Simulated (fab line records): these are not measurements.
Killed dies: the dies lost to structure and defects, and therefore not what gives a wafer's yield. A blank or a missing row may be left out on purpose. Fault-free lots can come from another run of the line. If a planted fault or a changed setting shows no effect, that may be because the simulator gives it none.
Which tool was responsible? | flow sky130 | Sampling: 10 lots, 30 wafers, 6 of 708 route steps

WHAT EACH GAUGE READ, for each wafer
The record lacks any reading of a measuring or inspecting step that a usual standard deviation could be used to judge.

WHAT TOOL EACH LOT RAN ON (gives the tool, then ch and the chambers of the sampled wafers, and finally the start)
lot  | SKY_VIA4_CMP_21               | SKY_METAL5_SPUTTER_01        | SKY_METAL5_SPUTTER_03        | SKY_METAL5_METAL_ETCH_15          | SKY_METAL5_STRIP_16                  | SKY_PAD_OPEN_PROBE_99
L590 | cmp-02 ch 1,2,3, day 43 14:45 | pvd sputter-02, day 43 15:04 | pvd sputter-02, day 43 15:09 | rie metal-04 ch 0,1, day 44 14:09 | plasma asher-01 ch 0, day 44 14:23   | prober-02, day 46 12:16
L592 | cmp-01 ch 0,2,3, day 44 05:02 | pvd sputter-02, day 44 05:12 | pvd sputter-02, day 44 05:17 | rie metal-02 ch 0,1, day 45 03:59 | plasma asher-01 ch 0,1, day 45 04:10 | prober-02, day 47 01:20
L596 | cmp-02 ch 0,1,3, day 45 00:47 | pvd sputter-01, day 45 01:01 | pvd sputter-01, day 45 01:05 | rie metal-02 ch 0,1, day 45 22:40 | plasma asher-02 ch 0,1, day 45 22:52 | prober-02, day 47 19:28
L597 | cmp-01 ch 1,3, day 45 08:20   | pvd sputter-01, day 45 08:36 | pvd sputter-01, day 45 08:41 | rie metal-04 ch 0,1, day 46 05:12 | plasma asher-04 ch 0,1, day 46 05:26 | prober-01, day 47 23:33
L598 | cmp-01 ch 0,2,3, day 45 18:05 | pvd sputter-03, day 45 18:24 | pvd sputter-03, day 45 18:29 | rie metal-03 ch 0,1, day 46 15:30 | plasma asher-04 ch 0,1, day 46 15:44 | prober-02, day 48 10:50
L605 | cmp-01 ch 0,1,3, day 47 09:59 | pvd sputter-02, day 47 10:12 | pvd sputter-02, day 47 10:17 | rie metal-04 ch 0,1, day 48 06:15 | plasma asher-02 ch 0,1, day 48 06:29 | prober-01, day 49 21:32
L606 | cmp-01 ch 0,1,2, day 47 13:43 | pvd sputter-02, day 47 13:53 | pvd sputter-02, day 47 13:58 | rie metal-04 ch 0,1, day 48 09:42 | plasma asher-01 ch 0,1, day 48 09:56 | prober-02, day 49 23:20
L607 | cmp-01 ch 0,1,2, day 47 15:58 | pvd sputter-02, day 47 16:14 | pvd sputter-02, day 47 16:19 | rie metal-03 ch 0,1, day 48 11:45 | plasma asher-02 ch 0,1, day 48 11:59 | prober-01, day 50 02:29
L608 | cmp-01 ch 0,1, day 48 03:02   | pvd sputter-02, day 48 03:21 | pvd sputter-02, day 48 03:26 | rie metal-03 ch 0,1, day 48 21:25 | plasma asher-02 ch 0,1, day 48 21:37 | prober-02, day 50 10:26
L609 | cmp-01 ch 0,3, day 48 07:18   | pvd sputter-02, day 48 07:34 | pvd sputter-02, day 48 07:39 | rie metal-02 ch 0,1, day 49 02:07 | plasma asher-02 ch 0,1, day 49 02:22 | prober-01, day 50 14:18
- SKY_VIA4_CMP_21: polishes, stops on SiO2, t overpolish 25 s, target thk 0 nm.
- SKY_METAL5_SPUTTER_01: material TiN, target thk 20 nm, time 16.7 s.
- SKY_METAL5_SPUTTER_03: material Ti, target thk 5 nm, time 3.3 s.
- SKY_METAL5_METAL_ETCH_15: etches the open film in Cl2/BCl3, stops on SiO2, target depth 1260 nm, time 252 s.
- SKY_METAL5_STRIP_16: strips in O2/N2.
- SKY_PAD_OPEN_PROBE_99

WHAT THE TOOLS THEMSELVES READ (means of the sampled wafers that have a number; where no wafer has one, the mark that the record gives instead)
SKY_VIA4_CMP_21. Usual: head pressure psi 3.500 psi, standard deviation 0.0071; motor current A 10.7 A, standard deviation 1.2; overpolish run s 25.000 s, standard deviation 0.0091; time to endpoint s 126 s, standard deviation 5.6.
lot  | tool   | head pressure psi (psi) | motor current A (A) | overpolish run s (s) | time to endpoint s (s) | flag
L590 | cmp-02 | 3.495                   | 11.3                | 24.996               | 125                    |
L592 | cmp-01 | 3.496                   | 10.3                | 24.998               | 131                    |
L596 | cmp-02 | 3.501                   | 11.3                | 25.007               | 124                    |
L597 | cmp-01 | 3.496                   | 11.1                | 24.996               | 129                    |
L598 | cmp-01 | 3.500                   | 10.1                | 25.005               | 128                    |
L605 | cmp-01 | 3.502                   | 11.4                | 24.994               | 124                    |
L606 | cmp-01 | 3.502                   | 9.6                 | 24.998               | 124                    |
L607 | cmp-01 | 3.500                   | 10.1                | 24.993               | 124                    |
L608 | cmp-01 | 3.494                   | 11.0                | 25.004               | 127                    |
L609 | cmp-01 | 3.496                   | 11.5                | 25.009               | 128                    |

SKY_METAL5_SPUTTER_01. Usual: throttle valve pct at 30.5 %, with a standard deviation of 1.1.
lot  | tool           | throttle valve pct (%) | flag
L590 | pvd sputter-02 | 30.8                   |
L592 | pvd sputter-02 | 30.0                   |
L596 | pvd sputter-01 | 31.1                   |
L597 | pvd sputter-01 | 31.9                   |
L598 | pvd sputter-03 | 30.1                   |
L605 | pvd sputter-02 | 30.1                   |
L606 | pvd sputter-02 | 30.2                   |
L607 | pvd sputter-02 | 29.4                   |
L608 | pvd sputter-02 | 30.7                   |
L609 | pvd sputter-02 | 30.6                   |

SKY_METAL5_SPUTTER_03. Usual: throttle valve pct at 30.5 %, with a standard deviation of 1.1.
lot  | tool           | throttle valve pct (%) | flag
L590 | pvd sputter-02 | 30.7                   |
L592 | pvd sputter-02 | 30.1                   |
L596 | pvd sputter-01 | 31.1                   |
L597 | pvd sputter-01 | 32.0                   |
L598 | pvd sputter-03 | 30.1                   |
L605 | pvd sputter-02 | 30.1                   |
L606 | pvd sputter-02 | 30.2                   |
L607 | pvd sputter-02 | 29.3                   |
L608 | pvd sputter-02 | 30.6                   |
L609 | pvd sputter-02 | 30.6                   |

SKY_METAL5_METAL_ETCH_15. Usual: bcl3 flow sccm 30.00 sccm, standard deviation 0.095; bias w 48.51 W, standard deviation 0.15; drypump motor current A 5.6 A, standard deviation 0.36; mfc cl2 sccm 59.97 sccm, standard deviation 0.16; oes product au 0.895 a.u., standard deviation 0.0051; throttle valve pct 22.264 %, standard deviation 0.0083.
lot  | tool         | bcl3 flow sccm (sccm) | bias w (W) | drypump motor current A (A) | mfc cl2 sccm (sccm) | oes product au (a.u.) | throttle valve pct (%) | flag
L590 | rie metal-04 | 30.08                 | 48.59      | 5.5                         | 60.18               | 0.898                 | 22.257                 |
L592 | rie metal-02 | 29.83                 | 48.30      | 5.8                         | 60.09               | 0.892                 | 22.270                 |
L596 | rie metal-02 | 30.07                 | 48.51      | 5.6                         | 60.05               | 0.896                 | 22.267                 |
L597 | rie metal-04 | 29.91                 | 48.62      | 5.5                         | 60.04               | 0.898                 | 22.271                 |
L598 | rie metal-03 | 30.03                 | 48.53      | 5.8                         | 59.89               | 0.896                 | 22.262                 |
L605 | rie metal-04 | 30.07                 | 60.10      | 5.5                         | 59.94               | 0.895                 | 22.263                 | OFF
L606 | rie metal-04 | 29.95                 | 60.12      | 5.6                         | 59.95               | 0.898                 | 22.266                 | OFF
L607 | rie metal-03 | 29.91                 | 48.51      | 5.5                         | 59.99               | 0.891                 | 22.267                 |
L608 | rie metal-03 | 29.98                 | 48.52      | 5.8                         | 59.96               | 0.897                 | 22.272                 |
L609 | rie metal-02 | 29.94                 | 48.34      | 5.8                         | 59.89               | 0.893                 | 22.266                 |

SKY_METAL5_STRIP_16. Usual: drypump motor current A 6.1 A, standard deviation 0.47; o2 flow sccm 3002 sccm, standard deviation 8.9; oes product au 0.710 a.u., standard deviation 0.0046; strip time to endpoint s 13.03 s, standard deviation 0.15.
lot  | tool            | drypump motor current A (A) | o2 flow sccm (sccm) | oes product au (a.u.) | strip time to endpoint s (s) | flag
L590 | plasma asher-01 | 6.7                         | 3000                | 0.710                 | 13.14                        |
L592 | plasma asher-01 | 6.5                         | 3002                | 0.709                 | 13.07                        |
L596 | plasma asher-02 | 5.6                         | 2998                | 0.704                 | 13.16                        |
L597 | plasma asher-04 | 6.2                         | 3009                | 0.709                 | 13.03                        |
L598 | plasma asher-04 | 6.0                         | 3000                | 0.713                 | 13.13                        |
L605 | plasma asher-02 | 5.6                         | 3004                | 0.713                 | 12.17                        | OFF
L606 | plasma asher-01 | 6.6                         | 3001                | 0.716                 | 12.23                        | OFF
L607 | plasma asher-02 | 5.8                         | 3019                | 0.710                 | 13.09                        |
L608 | plasma asher-02 | 5.8                         | 3003                | 0.711                 | 13.06                        |
L609 | plasma asher-02 | 5.8                         | 3005                | 0.707                 | 12.93                        |

SKY_PAD_OPEN_PROBE_99. Usual: defect limited yield 82.5 %, standard deviation 2; killed_at_M0_to_M3 44, standard deviation 6.8; killed_at_M4_up 2.9, standard deviation 1.7; killed at contacts 24, standard deviation 5.2; killed at front end 15, standard deviation 4; killed at other 0.2, standard deviation 0.44; killed dies 86, standard deviation 9.9; killed open 47, standard deviation 7.9; killed short 39, standard deviation 6.3; sort_bin_3_pad_short 0.8 %, standard deviation 0.38; sort_bin_5_function 10.5 %, standard deviation 1.5; sort_bin_6_memory 6.2 %, standard deviation 1.1; sort n pass 406, standard deviation 9.9; sort yield pct 82.5 %, standard deviation 2.
lot  | tool      | defect limited yield (%) | killed_at_M0_to_M3 | killed_at_M4_up | killed at contacts | killed at front end | killed at other | killed dies | killed open | killed short | sort_bin_3_pad_short (%) | sort_bin_5_function (%) | sort_bin_6_memory (%) | sort n pass | sort yield pct (%) | flag
L590 | prober-02 | 83.7                     | 35                 | 3.0             | 23                 | 18                  | 0.3             | 80          | 38          | 40           | 0.5                      | 9.6                     | 6.2                   | 412         | 83.7               |
L592 | prober-02 | 81.3                     | 49                 | 4.7             | 19                 | 19                  | 0.3             | 92          | 47          | 44           | 0.7                      | 11.5                    | 6.6                   | 400         | 81.3               |
L596 | prober-02 | 81.7                     | 43                 | 3.7             | 26                 | 17                  | 0.0             | 90          | 49          | 41           | 1.2                      | 11.1                    | 6.0                   | 402         | 81.7               |
L597 | prober-01 | 83.3                     | 45                 | 3.0             | 23                 | 11                  | 0.3             | 82          | 41          | 42           | 0.8                      | 10.2                    | 5.8                   | 410         | 83.3               |
L598 | prober-02 | 81.8                     | 48                 | 1.7             | 28                 | 11                  | 0.3             | 89          | 60          | 29           | 0.7                      | 11.0                    | 6.5                   | 403         | 81.8               |
L605 | prober-01 | 83.5                     | 44                 | 2.3             | 24                 | 10                  | 0.7             | 81          | 42          | 39           | 0.6                      | 11.0                    | 4.9                   | 411         | 83.5               |
L606 | prober-02 | 84.4                     | 40                 | 2.7             | 20                 | 14                  | 0.3             | 77          | 38          | 39           | 0.9                      | 8.9                     | 5.8                   | 415         | 84.4               |
L607 | prober-01 | 81.9                     | 49                 | 2.7             | 19                 | 18                  | 0.0             | 89          | 46          | 43           | 1.1                      | 9.3                     | 7.6                   | 403         | 81.9               |
L608 | prober-02 | 84.0                     | 38                 | 4.3             | 21                 | 15                  | 0.0             | 79          | 37          | 42           | 0.9                      | 9.6                     | 5.4                   | 413         | 84.0               |
L609 | prober-01 | 84.0                     | 40                 | 2.3             | 21                 | 15                  | 0.3             | 79          | 49          | 29           | 0.7                      | 10.1                    | 5.2                   | 413         | 84.0               |

THE ANSWER, worked out from the rows above alone
Rule: a lot is off if the mean of its wafers that have a number lies more than 3 standard deviations from the usual mean. Also off: a lot with no number at a reading for which 4 or more lots have one. Any other lot the step has rows for is counted as sound. The gauges are gone through in route order, then the tools' own readings, and for those a lot's mean is taken as printed above. At the first step where some lot is off, the reading lying furthest off is the one used; lots without a number count as furthest.
Off, at SKY_METAL5_METAL_ETCH_15 on bias w: L605, L606.
If a tool, at that step or one of the process steps before it, ran each lot that is off and ran no sound lot following the first of them, it fits. One candidate fits, namely rie metal-04 at SKY_METAL5_METAL_ETCH_15. Its last sound lot is L597 (day 46 05:12), its first lot that is off L605 (day 48 06:15): a fault that began between those two fits.
The tool's own readings at SKY_METAL5_METAL_ETCH_15 bear it out: on the lots that are off they differ by more than 5 times the standard deviation of the sound lots' means. bias w reads 60.11 W there against 48.49 W on the sound lots.

WHAT THE SIMULATOR PUT IN
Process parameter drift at SKY_METAL5_METAL_ETCH_15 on rie metal-04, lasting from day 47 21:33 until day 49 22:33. The setting bias w was moved by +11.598, starting from 48.5. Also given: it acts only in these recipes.
Lots struck among those shown: L605, L606. This agrees with what the rule above found.
